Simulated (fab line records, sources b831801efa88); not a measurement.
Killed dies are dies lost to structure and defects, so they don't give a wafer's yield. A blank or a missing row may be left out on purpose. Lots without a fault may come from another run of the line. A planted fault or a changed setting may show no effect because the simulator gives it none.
fab line records | flow sky130
record lots=5 wafers=15 last_day=50
route steps=708 shown METAL1@440 VIA1@458
lots that met no fault: from a run of the same line without faults
start_h: hours from the record's first day to the start of the lot's first wafer shown | wait_h: hours since the lot's step before | " the same as in the row above | L1.1+2: a row that stands for several wafers | - no value, or no start given | * or withheld: withheld | < > ~ a bound
route shown NAME@n: a module of which the file shows steps, and the number in the route of the first | usual: mean/standard deviation of fault-free wafers | same: alike in all rows | chamber/n: place in a boat | sites: the reading at each site | _std_site: their standard deviation | _edge_site: outer sites' mean less inner sites' | radius_mm: how far each site lies from the wafer's centre | mask NAME#n: copy n | behind: the tool/chamber that last shaped the wafer | hold: why the lot was held/for how many hours/how that ended | device: the transistor (n, p or np) that didn't switch | end of line: the same wafers' tests at the end of the route | a step without rows: its recipe alone | killed: dies lost to structure and defects at the first sort, not the wafer's yield | map: a wafer's dies, x killed, . not, _ none there
set.NAME: the setting as run; set.NAME@STEP: as run at that earlier step | model.NAME: the simulator's own value behind a step, which no gauge read
lots at some steps of the route; a table a step, a row a wafer
services: from which hour (start_h, from the record's first day; less than 0 if before it) a tool's chamber was out of use, for how many hours, and why
## steps
# step SKY_METAL1_THK_MEAS_06
# recipe thk_meas_gauge=xrf reads=AlCu_of_METAL1_SPUTTER_02
# usual METAL1_ALCU_THK=250/3.7
# columns lot.wafer tool chamber start_h wait_h METAL1_ALCU_THK[nm]
L079.1 film_metro-03 - 766.82 0.1 250
L079.2 " - " " 254
L079.5 " - " " 252
L082.1 film_metro-03 - 796.76 0.1 244
L082.2 " - " " 247
L082.5 " - " " 245
L089.2 film_metro-01 - 857.84 0.1 257
L089.4 " - " " 254
L089.6 " - " " 255
L090.2 film_metro-03 - 863.45 0.1 254
L090.4 " - " " 247
L090.5 " - " " 251
L095.1 film_metro-02 - 894.33 0.1 256
L095.4 " - " " 256
L095.5 " - " " 258
# step SKY_METAL1_DEHYDRATE_07
# recipe temp_c=200 time_s=60
# usual heater_power_total_W=160.39/0.13
# columns lot.wafer tool chamber start_h wait_h heater_power_total_W
L079.1 litho_track-01 0 780.37 13.5 160.63
L079.2 " 0 " " 160.38
L079.5 " 0 " " 160.23
L082.1 litho_track-02 0 809.84 13.1 160.24
L082.2 " 0 " " 160.56
L082.5 " 0 " " 160.39
L089.2 litho_track-01 0 870.45 12.6 160.35
L089.4 " 0 " " 160.45
L089.6 " 0 " " 160.30
L090.2 litho_track-02 0 875.66 12.2 160.41
L090.4 " 0 " " 160.49
L090.5 " 0 " " 160.22
L095.1 litho_track-03 0 905.94 11.6 160.26
L095.4 " 0 " " 160.26
L095.5 " 0 " " 160.52
# step SKY_METAL1_HMDS_08
# recipe prime_time_s=60 prime_temp_c=120
# same prime_time_s=60
# columns lot.wafer tool chamber start_h wait_h
L079.1+2+5 litho_track-01 0 780.52 0.1
L082.1+2+5 litho_track-02 0 809.99 0.1
L089.2+4+6 litho_track-01 0 870.60 0.1
L090.2+4+5 litho_track-02 0 875.81 0.1
L095.1+4+5 litho_track-03 0 906.09 0.1
# step SKY_METAL1_COAT_09
# recipe resist=BARC temp_c=withheld time_s=withheld spin_rpm=3000 resist_thk_nm=60
# columns lot.wafer tool chamber start_h wait_h
L079.1+2+5 litho_track-01 0 780.67 0.1
L082.1+2+5 litho_track-02 0 810.14 0.1
L089.2+4+6 litho_track-01 0 870.75 0.1
L090.2+4+5 litho_track-02 0 875.96 0.1
L095.1+4+5 litho_track-03 0 906.24 0.1
# step SKY_METAL1_COAT_10
# recipe resist=KrF-thick spin_rpm=3000 resist_thk_nm=450
# columns lot.wafer tool chamber start_h wait_h
L079.1+2+5 litho_track-01 0 - -
L082.1+2+5 litho_track-02 0 - -
L089.2+4+6 litho_track-01 0 - -
L090.2+4+5 litho_track-02 0 - -
L095.1+4+5 litho_track-03 0 - -
# step SKY_METAL1_SOFTBAKE_11
# recipe temp_c=100 time_s=90 resist=KrF-thick
# usual heater_power_total_W=57.35/0.11
# columns lot.wafer tool chamber start_h wait_h heater_power_total_W
L079.1 litho_track-01 0 - - 57.34
L079.2 " 0 " " 57.49
L079.5 " 0 " " 57.38
L082.1 litho_track-02 0 - - 57.34
L082.2 " 0 " " 57.56
L082.5 " 0 " " 57.38
L089.2 litho_track-01 0 - - 57.44
L089.4 " 0 " " 57.47
L089.6 " 0 " " 57.18
L090.2 litho_track-02 0 - - 57.35
L090.4 " 0 " " 57.36
L090.5 " 0 " " 57.34
L095.1 litho_track-03 0 - - 57.36
L095.4 " 0 " " 57.33
L095.5 " 0 " " 57.24
# step SKY_METAL1_EXPOSE_12
# recipe mask_id=MM1 na=0.8 source_shape=annular sigma_inner=0.55 sigma_outer=0.85 target_cd_nm=140 dose_mj=28
# columns lot.wafer tool chamber start_h wait_h mask
L079.1+2+5 krf_scanner-01 0 - - MM1#0
L082.1+2+5 krf_scanner-01 0 - - MM1#0
L089.2+4+6 krf_scanner-01 0 - - MM1#0
L090.2+4+5 krf_scanner-01 0 - - MM1#0
L095.1+4+5 krf_scanner-01 0 - - MM1#0
# step SKY_METAL1_PEB_13
# recipe peb_temp_c=withheld peb_time_s=withheld resist=KrF-thick
# columns lot.wafer tool chamber start_h wait_h
L079.1+2+5 litho_track-02 0 - -
L082.1+2+5 litho_track-03 0 - -
L089.2+4+6 litho_track-01 0 - -
L090.2+4+5 litho_track-02 0 - -
L095.1+4+5 litho_track-01 0 - -
# step SKY_METAL1_DEVELOP_14
# recipe develop_time_s=60 resist=KrF-thick dev_temp_c=21
# usual developer_temp_C=21.02/0.099
# columns lot.wafer tool chamber start_h wait_h developer_temp_C
L079.1 litho_track-02 0 - - 20.96
L079.2 " 0 " " 20.99
L079.5 " 0 " " 21.06
L082.1 litho_track-03 0 - - 21.13
L082.2 " 0 " " 21.15
L082.5 " 0 " " 21.14
L089.2 litho_track-01 0 - - 20.97
L089.4 " 0 " " 20.95
L089.6 " 0 " " 20.99
L090.2 litho_track-02 0 - - 21.07
L090.4 " 0 " " 21.02
L090.5 " 0 " " 21.22
L095.1 litho_track-01 0 - - 21.19
L095.4 " 0 " " 21.23
L095.5 " 0 " " 20.99
# step SKY_METAL1_CD_MEAS_15
# recipe target_cd_nm=140
# usual cd_nm=138.8/1.7
# columns lot.wafer tool chamber start_h wait_h cd_nm
L079.1 cd_sem-01 - 793.84 - 137.5
L079.2 " - " " 136.4
L079.5 " - " " 137.3
L082.1 cd_sem-01 - 823.49 - 142.0
L082.2 " - " " 141.9
L082.5 " - " " 140.1
L089.2 cd_sem-02 - 883.69 - 141.0
L089.4 " - " " 141.5
L089.6 " - " " 140.6
L090.2 cd_sem-02 - 888.91 - 139.2
L090.4 " - " " 138.9
L090.5 " - " " 138.0
L095.1 cd_sem-01 - 919.32 - 140.8
L095.4 " - " " 141.9
L095.5 " - " " 141.4
# step SKY_METAL1_OVL_MEAS_16
# usual METAL1_OVL=1/5.3
# columns lot.wafer tool chamber start_h wait_h METAL1_OVL[nm]
L079.1 overlay-02 - 793.96 0.1 1
L079.2 " - " " 2
L079.5 " - " " 6
L082.1 overlay-01 - 823.61 0.1 13
L082.2 " - " " 5
L082.5 " - " " 8
L089.2 overlay-01 - 883.80 0.1 5
L089.4 " - " " 4
L089.6 " - " " 1
L090.2 overlay-02 - 889.01 0.1 1
L090.4 " - " " 4
L090.5 " - " " 1
L095.1 overlay-01 - 919.44 0.1 1
L095.4 " - " " -4
L095.5 " - " " 4
# step SKY_METAL1_DESCUM_17
# recipe chemistry=O2 source_power_w=150 bias_power_w=0 pressure_mtorr=10 temp_c=40 time_s=8
# usual drypump_motor_current_A=5.9/0.43 oes_product_au=1.001/0.01
# columns lot.wafer tool chamber start_h wait_h drypump_motor_current_A oes_product_au rf_hours_counter_h
L079.1 rie_metal-01 1 793.99 0.0 5.5 1.010 4
L079.2 " 0 " " 6.3 0.996 6
L079.5 " 1 " " 5.5 1.005 -
L082.1 rie_metal-02 0 823.65 0.0 6.2 1.006 5
L082.2 " 1 " " 5.1 1.007 15
L082.5 " 1 " " 5.1 0.994 -
L089.2 rie_metal-02 0 883.83 0.0 6.3 1.015 8
L089.4 " 0 " " 6.3 1.017 -
L089.6 " 0 " " 6.2 1.006 -
L090.2 rie_metal-03 0 889.04 0.0 5.8 1.000 6
L090.4 " 0 " " 5.7 1.006 -
L090.5 " 0 " " 5.8 0.997 -
L095.1 rie_metal-01 1 919.48 0.0 5.5 0.994 9
L095.4 " 0 " " 6.3 0.991 -
L095.5 " 0 " " 6.3 0.988 -
# step SKY_METAL1_ETCH_18
# recipe chemistry=N2/H2 target=BARC ion_energy_ev=200 bias_w=100 pressure_mtorr=30 n2_flow_sccm=100 h2_flow_sccm=200 icp_w=500 stop_on=SiO2 time_s=45.9 target_depth_a=600
# usual drypump_motor_current_A=5.9/0.43 oes_product_au=0.855/0.0043 throttle_valve_pct=13.225/0.0093
# columns lot.wafer tool chamber start_h wait_h drypump_motor_current_A oes_product_au rf_hours_counter_h throttle_valve_pct
L079.1 rie_metal-01 1 794.02 0.0 5.5 0.853 4 13.211
L079.2 " 0 " " 6.3 0.849 6 13.212
L079.5 " 1 " " 5.5 0.854 - 13.214
L082.1 rie_metal-02 0 823.68 0.0 6.2 0.854 5 13.238
L082.2 " 1 " " 5.1 0.858 15 13.217
L082.5 " 1 " " 5.1 0.855 - 13.230
L089.2 rie_metal-02 0 883.86 0.0 6.2 0.864 8 13.233
L089.4 " 0 " " 6.2 0.858 - 13.227
L089.6 " 0 " " 6.2 0.858 - 13.219
L090.2 rie_metal-03 0 889.08 0.0 5.8 0.853 6 13.229
L090.4 " 0 " " 5.8 0.857 - 13.228
L090.5 " 0 " " 5.8 0.857 - 13.218
L095.1 rie_metal-01 1 919.51 0.0 5.5 0.851 9 13.233
L095.4 " 0 " " 6.3 0.858 - 13.220
L095.5 " 0 " " 6.3 0.848 - 13.240
# step SKY_METAL1_METAL_ETCH_19
# recipe target_depth_a=3600 stop_on=SiO2 over_etch_frac=0.3 time_s=78 chemistry=Cl2/BCl3 resist_sidewall_deg=88 pressure_mtorr=10 icp_w=900 bias_w=48.5 Cl2_flow_sccm=60 bcl3_flow_sccm=30
# usual drypump_motor_current_A=5.9/0.43 oes_product_au=0.853/0.0064 throttle_valve_pct=22.265/0.0088
# columns lot.wafer tool chamber start_h wait_h drypump_motor_current_A oes_product_au rf_hours_counter_h throttle_valve_pct
L079.1 rie_metal-01 1 794.09 0.0 5.5 0.854 4 22.269
L079.2 " 0 " " 6.3 0.864 6 22.270
L079.5 " 1 " " 5.5 0.861 - 22.272
L082.1 rie_metal-02 0 823.74 0.0 6.2 0.846 5 22.256
L082.2 " 1 " " 5.1 0.850 15 22.248
L082.5 " 1 " " 5.1 0.859 - 22.246
L089.2 rie_metal-02 0 883.92 0.0 6.3 0.869 8 22.255
L089.4 " 0 " " 6.2 0.854 - 22.262
L089.6 " 0 " " 6.2 0.862 - 22.271
L090.2 rie_metal-03 0 889.14 0.0 5.8 0.853 6 22.264
L090.4 " 0 " " 5.7 0.854 - 22.253
L090.5 " 0 " " 5.8 0.857 - 22.265
L095.1 rie_metal-01 1 919.57 0.0 5.5 0.865 9 22.257
L095.4 " 0 " " 6.3 0.859 - 22.263
L095.5 " 0 " " 6.3 0.862 - 22.260
# step SKY_METAL1_STRIP_20
# recipe chemistry=O2/N2 power_w=1400 pressure_mtorr=1500 platen_temp_c=withheld o2_flow_sccm=3000 n2_flow_sccm=300 overash_fraction=0.5
# usual drypump_motor_current_A=5.47/0.27 oes_product_au=0.343/0.005 strip_time_to_endpoint_s=2.69/0.039
# columns lot.wafer tool chamber start_h wait_h drypump_motor_current_A oes_product_au rf_hours_counter_h strip_time_to_endpoint_s
L079.1 plasma_asher-01 0 794.18 0.1 5.91 0.343 5 2.69
L079.2 " 1 " " 5.33 0.344 5 2.66
L079.5 " 1 " " 5.36 0.342 - 2.68
L082.1 plasma_asher-01 1 823.83 0.1 5.34 0.341 8 2.66
L082.2 " 0 " " 5.90 0.347 8 2.70
L082.5 " 0 " " 5.92 0.341 - 2.71
L089.2 plasma_asher-01 1 884.01 0.1 5.34 0.345 14 2.67
L089.4 " 0 " " 5.92 0.340 - 2.69
L089.6 " 1 " " 5.34 0.335 - 2.64
L090.2 plasma_asher-04 1 889.23 0.1 5.52 0.335 78 2.66
L090.4 " 1 " " 5.55 0.347 - 2.65
L090.5 " 1 " " 5.53 0.330 - 2.64
L095.1 plasma_asher-01 0 919.66 0.1 5.94 0.343 17 2.71
L095.4 " 1 " " 5.37 0.343 - 2.66
L095.5 " 1 " " 5.36 0.346 - 2.72
# step SKY_METAL1_STRIP_21
# recipe chemistry=post_etch_residue_remover time_s=1200 temp_c=72.5
# columns lot.wafer tool chamber start_h wait_h
L079.1+2+5 wet_bench-03 0 794.28 0.1
L082.1+2+5 wet_bench-02 3 823.93 0.1
L089.2+4+6 wet_bench-03 1 884.11 0.1
L090.2+4+5 wet_bench-03 2 889.33 0.1
L095.1+4+5 wet_bench-02 0 919.76 0.1
# step SKY_METAL1_CLEAN_22
# recipe chemistry=IPA time_s=180 temp_c=25
# columns lot.wafer tool chamber start_h wait_h
L079.1+2+5 wet_bench-02 1 794.62 0.0
L082.1+2+5 wet_bench-04 3 824.30 0.0
L089.2+4+6 wet_bench-02 1 884.45 0.0
L090.2+4+5 wet_bench-02 1 889.67 0.0
L095.1+4+5 wet_bench-04 3 920.10 0.0
# step SKY_METAL1_CLEAN_23
# recipe chemistry=O3/DIW dry=n2_spin
# columns lot.wafer tool chamber start_h wait_h
L079.1+2+5 wet_bench-04 0 794.75 0.0
L082.1+2+5 wet_bench-02 2 824.36 0.0
L089.2+4+6 wet_bench-03 0 884.51 0.0
L090.2+4+5 wet_bench-03 3 889.73 0.0
L095.1+4+5 wet_bench-03 0 920.22 0.0
# step SKY_VIA1_HDPCVD_00
# recipe material=SiO2 target_thk_nm=1030 sigma_open_frac=0.3 time_s=171.7 temp_c=400 sih4_flow_sccm=60 pressure_mtorr=6
# usual sih4_flow_sccm=60.01/0.19
# columns lot.wafer tool chamber start_h wait_h sih4_flow_sccm
L079.1 hdpcvd-02 2 794.85 0.0 60.20
L079.2 " 0 " " 59.91
L079.5 " 1 " " 59.93
L082.1 hdpcvd-02 1 824.46 0.0 59.84
L082.2 " 2 " " 60.06
L082.5 " 0 " " 59.85
L089.2 hdpcvd-02 1 884.60 0.0 59.72
L089.4 " 1 " " 60.09
L089.6 " 2 " " 60.18
L090.2 hdpcvd-01 2 889.82 0.0 60.25
L090.4 " 0 " " 59.83
L090.5 " 2 " " 60.26
L095.1 hdpcvd-02 1 920.31 0.0 60.18
L095.4 " 0 " " 60.23
L095.5 " 2 " " 60.11
# step SKY_VIA1_THK_MEAS_01
# recipe reads=SiO2_of_VIA1_HDPCVD_00
# usual VIA1_HDPCVD_THK=1031/11
# columns lot.wafer tool chamber start_h wait_h VIA1_HDPCVD_THK[nm]
L079.1 film_metro-04 - 794.96 0.1 1025
L079.2 " - " " 1033
L079.5 " - " " 1024
L082.1 film_metro-04 - 824.57 0.1 1007
L082.2 " - " " 1017
L082.5 " - " " 1020
L089.2 film_metro-01 - 884.73 0.1 1031
L089.4 " - " " 1034
L089.6 " - " " 1028
L090.2 film_metro-04 - 889.94 0.1 1006
L090.4 " - " " 999
L090.5 " - " " 1015
L095.1 film_metro-03 - 920.42 0.1 1050
L095.4 " - " " 1054
L095.5 " - " " 1052
# step SKY_VIA1_CMP_02
# recipe material=SiO2 down_force_psi=4 platen_rpm=60 pad_velocity_m_s=0.94248
# usual motor_current_A=12.2/1.2 slurry_flow_ml_min=150.0/0.46
# columns lot.wafer tool chamber start_h wait_h motor_current_A slurry_flow_ml_min
L079.2 cmp-02 2 795.07 0.1 13.6 150.8
L079.1 " 3 " " 10.8 149.9
L079.5 " 1 " " 12.9 150.1
L082.1 cmp-01 1 824.63 0.1 12.6 150.7
L082.2 " 3 " " 11.9 150.1
L082.5 " 1 " " 12.8 149.5
L089.4 cmp-01 1 884.88 0.1 12.6 150.1
L089.2 " 2 " " 10.5 149.9
L089.6 " 0 " " 11.2 150.4
L090.2 cmp-02 3 889.99 0.0 10.7 150.3
L090.4 " 1 " " 13.4 149.4
L090.5 " 0 " " 13.0 150.8
L095.1 cmp-02 3 920.58 0.1 10.6 149.4
L095.4 " 0 " " 12.9 149.7
L095.5 " 2 " " 14.1 150.5
# step SKY_VIA1_BOW_MEAS_03
# recipe mode=bow
# usual VIA1_BOW=80/6.7
# columns lot.wafer tool chamber start_h wait_h VIA1_BOW[um]
L079.1 film_metro-04 - 795.32 0.1 89
L079.2 " - " " 88
L079.5 " - " " 82
L082.1 film_metro-04 - 824.93 0.2 87
L082.2 " - " " 93
L082.5 " - " " 81
L089.2 film_metro-01 - 885.10 0.1 87
L089.4 " - " " 80
L089.6 " - " " 79
L090.2 film_metro-01 - 890.31 0.3 70
L090.4 " - " " 86
L090.5 " - " " 72
L095.1 film_metro-01 - 920.78 0.1 76
L095.4 " - " " 95
L095.5 " - " " 71
# step SKY_VIA1_DEHYDRATE_04
# recipe temp_c=200 time_s=60
# usual heater_power_total_W=160.36/0.13
# columns lot.wafer tool chamber start_h wait_h heater_power_total_W
L079.1 litho_track-02 0 807.89 12.5 160.28
L079.2 " 0 " " 160.43
L079.5 " 0 " " 160.20
L082.1 litho_track-02 0 837.74 12.8 160.38
L082.2 " 0 " " 160.18
L082.5 " 0 " " 160.36
L089.2 litho_track-03 0 897.42 12.3 160.33
L089.4 " 0 " " 160.49
L089.6 " 0 " " 160.44
L090.2 litho_track-02 0 902.61 12.3 160.24
L090.4 " 0 " " 160.41
L090.5 " 0 " " 160.29
L095.1 litho_track-04 0 932.19 11.4 160.19
L095.4 " 0 " " 160.16
L095.5 " 0 " " 160.25
# step SKY_VIA1_HMDS_05
# recipe prime_time_s=60 prime_temp_c=120
# same prime_time_s=60
# columns lot.wafer tool chamber start_h wait_h
L079.1+2+5 litho_track-02 0 808.04 0.1
L082.1+2+5 litho_track-02 0 837.89 0.1
L089.2+4+6 litho_track-03 0 897.57 0.1
L090.2+4+5 litho_track-02 0 902.76 0.1
L095.1+4+5 litho_track-04 0 932.34 0.1
# step SKY_VIA1_COAT_06
# recipe resist=BARC temp_c=withheld time_s=withheld spin_rpm=3000 resist_thk_nm=60
# columns lot.wafer tool chamber start_h wait_h
L079.1+2+5 litho_track-02 0 808.19 0.1
L082.1+2+5 litho_track-02 0 838.04 0.1
L089.2+4+6 litho_track-03 0 897.72 0.1
L090.2+4+5 litho_track-02 0 902.91 0.1
L095.1+4+5 litho_track-04 0 932.49 0.1
# step SKY_VIA1_COAT_07
# recipe resist=KrF-thick spin_rpm=3000 resist_thk_nm=450
# columns lot.wafer tool chamber start_h wait_h
L079.1+2+5 litho_track-02 0 - -
L082.1+2+5 litho_track-02 0 - -
L089.2+4+6 litho_track-03 0 - -
L090.2+4+5 litho_track-02 0 - -
L095.1+4+5 litho_track-04 0 - -
# step SKY_VIA1_SOFTBAKE_08
# recipe temp_c=100 time_s=90 resist=KrF-thick
# usual heater_power_total_W=57.36/0.1
# columns lot.wafer tool chamber start_h wait_h heater_power_total_W
L079.1 litho_track-02 0 - - 57.34
L079.2 " 0 " " 57.30
L079.5 " 0 " " 57.52
L082.1 litho_track-02 0 - - 57.30
L082.2 " 0 " " 57.29
L082.5 " 0 " " 57.30
L089.2 litho_track-03 0 - - 57.22
L089.4 " 0 " " 57.20
L089.6 " 0 " " 57.35
L090.2 litho_track-02 0 - - 57.49
L090.4 " 0 " " 57.43
L090.5 " 0 " " 57.32
L095.1 litho_track-04 0 - - 57.37
L095.4 " 0 " " 57.46
L095.5 " 0 " " 57.39
# step SKY_VIA1_EXPOSE_09
# recipe mask_id=VIM na=0.8 source_shape=annular sigma_inner=0.55 sigma_outer=0.85 target_cd_nm=150 dose_mj=38
# columns lot.wafer tool chamber start_h wait_h mask
L079.1+2+5 krf_scanner-01 0 - - VIM#0
L082.1+2+5 krf_scanner-01 0 - - VIM#0
L089.2+4+6 krf_scanner-01 0 - - VIM#0
L090.2+4+5 krf_scanner-02 0 - - VIM#0
L095.1+4+5 krf_scanner-01 0 - - VIM#0
# step SKY_VIA1_PEB_10
# recipe peb_temp_c=withheld peb_time_s=withheld resist=KrF-thick
# columns lot.wafer tool chamber start_h wait_h
L079.1+2+5 litho_track-02 0 - -
L082.1+2+5 litho_track-02 0 - -
L089.2+4+6 litho_track-04 0 - -
L090.2+4+5 litho_track-04 0 - -
L095.1+4+5 litho_track-03 0 - -
# step SKY_VIA1_DEVELOP_11
# recipe develop_time_s=60 resist=KrF-thick dev_temp_c=21
# usual developer_temp_C=20.97/0.1
# columns lot.wafer tool chamber start_h wait_h developer_temp_C
L079.1 litho_track-02 0 - - 20.95
L079.2 " 0 " " 20.95
L079.5 " 0 " " 21.00
L082.1 litho_track-02 0 - - 20.91
L082.2 " 0 " " 20.85
L082.5 " 0 " " 20.95
L089.2 litho_track-04 0 - - 21.14
L089.4 " 0 " " 21.14
L089.6 " 0 " " 21.04
L090.2 litho_track-04 0 - - 21.15
L090.4 " 0 " " 21.15
L090.5 " 0 " " 20.99
L095.1 litho_track-03 0 - - 21.13
L095.4 " 0 " " 21.03
L095.5 " 0 " " 21.06
# step SKY_VIA1_CD_MEAS_12
# recipe target_cd_nm=150
# usual cd_nm=150.2/1.6
# columns lot.wafer tool chamber start_h wait_h cd_nm
L079.1 cd_sem-01 - 821.64 - 152.6
L079.2 " - " " 152.7
L079.5 " - " " 152.0
L082.1 cd_sem-02 - 851.54 - 151.3
L082.2 " - " " 148.8
L082.5 " - " " 149.8
L089.2 cd_sem-01 - 909.76 - 149.3
L089.4 " - " " 150.7
L089.6 " - " " 150.3
L090.2 cd_sem-01 - 915.51 - 150.3
L090.4 " - " " 150.1
L090.5 " - " " 151.1
L095.1 cd_sem-01 - 944.24 - 150.2
L095.4 " - " " 150.3
L095.5 " - " " 151.8
# step SKY_VIA1_OVL_MEAS_13
# usual VIA1_OVL=3/4.9
# columns lot.wafer tool chamber start_h wait_h VIA1_OVL[nm]
L079.1 overlay-01 - 821.76 0.1 3
L079.2 " - " " 10
L079.5 " - " " 5
L082.1 overlay-02 - 851.66 0.1 -6
L082.2 " - " " 0
L082.5 " - " " -7
L089.2 overlay-02 - 909.87 0.1 8
L089.4 " - " " 6
L089.6 " - " " 4
L090.2 overlay-01 - 915.62 0.1 11
L090.4 " - " " 2
L090.5 " - " " 3
L095.1 overlay-02 - 944.36 0.1 1
L095.4 " - " " -3
L095.5 " - " " -10
# step SKY_VIA1_ETCH_14
# recipe chemistry=N2/H2 target=BARC ion_energy_ev=200 source_w=500 bias_w=100 pressure_mtorr=30 n2_flow_sccm=100 h2_flow_sccm=200 stop_on=SiO2 time_s=45.9 target_depth_a=600
# usual drypump_motor_current_A=5.8/0.44 oes_product_au=0.856/0.005 throttle_valve_pct=13.225/0.009
# columns lot.wafer tool chamber start_h wait_h drypump_motor_current_A oes_product_au rf_hours_counter_h throttle_valve_pct
L079.1 rie_diel-02 1 821.79 0.0 6.2 0.845 15 13.225
L079.2 " 0 " " 5.6 0.854 12 13.238
L079.5 " 1 " " 6.2 0.856 - 13.210
L082.1 rie_diel-02 2 851.69 0.0 5.6 0.855 12 13.219
L082.2 " 1 " " 6.2 0.857 16 13.209
L082.5 " 3 " " 6.2 0.853 - 13.227
L089.2 rie_diel-02 0 909.90 0.0 5.6 0.857 14 13.220
L089.4 " 1 " " 6.2 0.853 17 13.235
L089.6 " 0 " " 5.6 0.856 - 13.213
L090.2 rie_diel-01 0 915.65 0.0 6.5 0.854 8 13.223
L090.4 " 3 " " 5.5 0.849 10 13.223
L090.5 " 3 " " 5.4 0.861 - 13.230
L095.1 rie_diel-03 3 944.40 0.0 6.2 0.863 20 13.228
L095.4 " 0 " " 6.2 0.860 23 13.222
L095.5 " 2 " " 5.4 0.852 - 13.227
# step SKY_VIA1_ETCH_15
# recipe target=SiO2 chemistry=C4F8/O2/Ar target_depth_nm=351 stop_on=TiN mask_material=KrF-thick source_w=1500 bias_w=1200 pressure_mtorr=40 c4f8_flow_sccm=withheld O2_flow_sccm=6 Ar_flow_sccm=300 time_s=54
# usual oes_product_au=0.980/0.0052
# columns lot.wafer tool chamber start_h wait_h oes_product_au rf_hours_counter_h
L079.1 rie_diel-02 1 821.84 0.0 0.982 15
L079.2 " 0 " " 0.979 12
L079.5 " 1 " " 0.975 -
L082.1 rie_diel-02 2 851.74 0.0 0.976 12
L082.2 " 1 " " 0.982 16
L082.5 " 3 " " 0.975 -
L089.2 rie_diel-02 0 909.94 0.0 0.975 14
L089.4 " 1 " " 0.989 17
L089.6 " 0 " " 0.978 -
L090.2 rie_diel-01 0 915.69 0.0 0.977 8
L090.4 " 3 " " 0.977 10
L090.5 " 3 " " 0.982 -
L095.1 rie_diel-03 3 944.44 0.0 0.984 20
L095.4 " 0 " " 0.986 23
L095.5 " 2 " " 0.985 -
# step SKY_VIA1_STRIP_16
# recipe chemistry=O2/N2 power_w=1400 pressure_mtorr=1500 platen_temp_c=withheld o2_flow_sccm=3000 n2_flow_sccm=300 overash_fraction=0.5
# usual drypump_motor_current_A=5.6/0.46 oes_product_au=0.416/0.0049 strip_time_to_endpoint_s=4.467/0.023
# columns lot.wafer tool chamber start_h wait_h drypump_motor_current_A oes_product_au rf_hours_counter_h strip_time_to_endpoint_s
L079.1 plasma_asher-01 0 821.88 0.0 5.9 0.414 8 4.450
L079.2 " 1 " " 5.4 0.422 8 4.485
L079.5 " 1 " " 5.3 0.414 - 4.446
L082.1 plasma_asher-01 1 851.78 0.0 5.3 0.416 11 4.460
L082.2 " 0 " " 5.9 0.412 11 4.458
L082.5 " 1 " " 5.4 0.416 - 4.500
L089.2 plasma_asher-01 1 909.99 0.0 5.4 0.420 17 4.474
L089.4 " 1 " " 5.4 0.411 - 4.439
L089.6 " 0 " " 5.9 0.422 - 4.480
L090.2 plasma_asher-03 0 915.74 0.0 5.5 0.417 105 4.473
L090.4 " 0 " " 5.5 0.418 - 4.476
L090.5 " 1 " " 6.3 0.425 - 4.471
L095.1 plasma_asher-01 1 944.49 0.0 5.4 0.411 20 4.494
L095.4 " 1 " " 5.4 0.414 - 4.475
L095.5 " 0 " " 5.9 0.416 - 4.476
# step SKY_VIA1_STRIP_17
# recipe chemistry=post_etch_residue_remover time_s=1200 temp_c=72.5
# columns lot.wafer tool chamber start_h wait_h
L079.1+2+5 wet_bench-03 3 821.98 0.1
L082.1+2+5 wet_bench-01 2 851.88 0.1
L089.2+4+6 wet_bench-01 0 910.09 0.1
L090.2+4+5 wet_bench-04 1 915.84 0.1
L095.1+4+5 wet_bench-04 0 944.59 0.1
# step SKY_VIA1_CLEAN_18
# recipe chemistry=IPA time_s=180 temp_c=25
# columns lot.wafer tool chamber start_h wait_h
L079.1+2+5 wet_bench-01 3 822.35 0.0
L082.1+2+5 wet_bench-03 2 852.25 0.0
L089.2+4+6 wet_bench-04 3 910.43 0.0
L090.2+4+5 wet_bench-03 2 916.52 0.0
L095.1+4+5 wet_bench-03 3 944.93 0.0
# step SKY_VIA1_CLEAN_19
# recipe chemistry=O3/DIW dry=n2_spin
# columns lot.wafer tool chamber start_h wait_h
L079.1+2+5 wet_bench-04 1 822.41 0.0
L082.1+2+5 wet_bench-04 0 852.32 0.0
L089.2+4+6 wet_bench-01 0 910.55 0.0
L090.2+4+5 wet_bench-01 0 916.58 0.0
L095.1+4+5 wet_bench-04 2 944.99 0.0
# step SKY_VIA1_SPUTTER_20
# recipe material=TiN target_thk_nm=20 chamber_pressure_pa=5 power_w=4000 time_s=80
# usual throttle_valve_pct=29.8/1
# columns lot.wafer tool chamber start_h wait_h throttle_valve_pct
L079.1 pvd_sputter-02 - 822.50 0.0 28.4
L079.2 " - " " 28.9
L079.5 " - " " 30.9
L082.1 pvd_sputter-02 - 852.42 0.0 29.3
L082.2 " - " " 29.2
L082.5 " - " " 30.8
L089.2 pvd_sputter-01 - 910.64 0.0 30.8
L089.4 " - " " 30.1
L089.6 " - " " 30.1
L090.2 pvd_sputter-02 - 916.67 0.0 30.6
L090.4 " - " " 29.3
L090.5 " - " " 29.2
L095.1 pvd_sputter-04 - 945.08 0.0 28.6
L095.4 " - " " 32.2
L095.5 " - " " 30.0
# step SKY_VIA1_CVD_21
# recipe material=W target_thk_nm=270 time_s=80.902 temp_c=400 pressure_torr=40
# usual heater_power_w=799/39
# columns lot.wafer tool chamber start_h wait_h heater_power_w since_wet_clean_h
L079.1 cvd_w-01 1 822.57 0.0 731 919
L079.2 " 0 " " 838 919
L079.5 " 0 " " 841 -
L082.1 cvd_w-01 0 852.48 0.0 815 948
L082.2 " 1 " " 738 948
L082.5 " 0 " " 842 -
L089.2 cvd_w-02 1 910.70 0.0 854 507
L089.4 " 1 " " 803 -
L089.6 " 0 " " 834 -
L090.2 cvd_w-02 0 916.73 0.0 827 513
L090.4 " 1 " " 827 -
L090.5 " 1 " " 837 -
L095.1 cvd_w-02 1 945.14 0.0 838 541
L095.4 " 0 " " 807 -
L095.5 " 1 " " 834 -
## services
# columns tool chamber start_h hours kind
rie_diel-01 2 763.40 16.6 repair
rie_diel-01 - 768.84 28.1 pm
krf_scanner-01 - 775.70 3.6 pm
pvd_sputter-02 - 787.29 1.6 repair
cmp-02 - 791.19 3.8 pm
cmp-02 - 809.20 2.6 repair
rie_diel-02 3 819.34 12.7 repair
krf_scanner-01 - 821.77 4.4 pm
krf_scanner-01 - 834.05 3.0 pm
cmp-02 - 838.10 2.8 repair
krf_scanner-01 - 841.41 0.8 pm
rie_metal-03 - 851.44 1.8 repair
krf_scanner-01 - 859.90 1.0 pm
rie_diel-02 1 862.07 7.3 repair
cvd_w-02 - 876.23 3.8 pm
rie_diel-02 0 902.39 2.3 repair
krf_scanner-01 - 908.08 11.6 pm
cmp-02 - 912.00 4.0 pm
rie_metal-01 - 918.02 0.2 repair
krf_scanner-01 - 919.63 1.3 pm
rie_diel-02 3 934.95 1.3 repair
pvd_sputter-02 - 937.43 0.5 repair
krf_scanner-01 - 938.84 1.1 repair
rie_metal-01 - 941.23 1.4 pm
## key
fault none
